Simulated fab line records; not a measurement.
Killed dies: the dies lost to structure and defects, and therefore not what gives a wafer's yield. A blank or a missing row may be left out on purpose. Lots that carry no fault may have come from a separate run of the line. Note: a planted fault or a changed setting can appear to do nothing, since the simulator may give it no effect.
Chamber matching || flow gf180mcu || 3 sister chambers for GF_V5_CVD_02 on pecvd-02
The step deposits SiO2 from TEOS, target thk 1450 nm, time 163.28 s. 3 wafers are shown with their chamber, then 12 later ones without.

== WAFERS WITH THEIR CHAMBER ==
{"wafer": "L084.4", "chamber": 2, "heater power w (W)": 446}
{"wafer": "L084.5", "chamber": 0, "heater power w (W)": 458}
{"wafer": "L084.6", "chamber": 1, "heater power w (W)": 557}

== WAFERS WITH NO CHAMBER GIVEN ==
{"wafer": "L090.1", "heater power w (W)": 533}
{"wafer": "L090.2", "heater power w (W)": 603}
{"wafer": "L090.3", "heater power w (W)": 589}
{"wafer": "L093.1", "heater power w (W)": 505}
{"wafer": "L093.2", "heater power w (W)": 491}
{"wafer": "L093.3", "heater power w (W)": 570}
{"wafer": "L093.4", "heater power w (W)": 546}
{"wafer": "L093.5", "heater power w (W)": 447}
{"wafer": "L093.6", "heater power w (W)": 432}
{"wafer": "L094.1", "heater power w (W)": 508}
{"wafer": "L094.4", "heater power w (W)": 561}
{"wafer": "L094.6", "heater power w (W)": 442}

== WHICH CHAMBER EACH ONE RAN IN ==
{"wafer": "L090.1", "from the rows above": "can't be placed: 1 or 0", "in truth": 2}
{"wafer": "L090.2", "from the rows above": 1, "in truth": 1}
{"wafer": "L090.3", "from the rows above": 1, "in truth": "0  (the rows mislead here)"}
{"wafer": "L093.1", "from the rows above": "can't be placed: 0 or 1 or 2", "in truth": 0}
{"wafer": "L093.2", "from the rows above": "can't be placed: 0 or 2 or 1", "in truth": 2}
{"wafer": "L093.3", "from the rows above": 1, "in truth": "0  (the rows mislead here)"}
{"wafer": "L093.4", "from the rows above": 1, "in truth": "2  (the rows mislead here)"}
{"wafer": "L093.5", "from the rows above": "can't be placed: 2 or 0", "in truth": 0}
{"wafer": "L093.6", "from the rows above": "can't be placed: 2 or 0", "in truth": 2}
{"wafer": "L094.1", "from the rows above": "can't be placed: 1 or 0 or 2", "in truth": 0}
{"wafer": "L094.4", "from the rows above": 1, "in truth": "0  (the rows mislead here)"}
{"wafer": "L094.6", "from the rows above": "can't be placed: 2 or 0", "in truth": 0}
Placed correctly: 1 of 12. These rows do not allow placing 7 (true chamber among the candidates in 6). Number placed wrongly: 4.
How it was worked out, from the rows above alone: a wafer's distance from a chamber is the root of the sum, over the readings, of the square of ((its reading less the chamber's mean) divided by the reading's scatter). The wafer belongs to the nearest chamber; if the next one is less than 2 further off, it can't be placed. For every chamber, the mean is computed from those of its wafers that are shown. The scatter (one wafer shown for each chamber): square how far every hidden wafer sits from the nearest shown wafer, average those squares and take the square root.
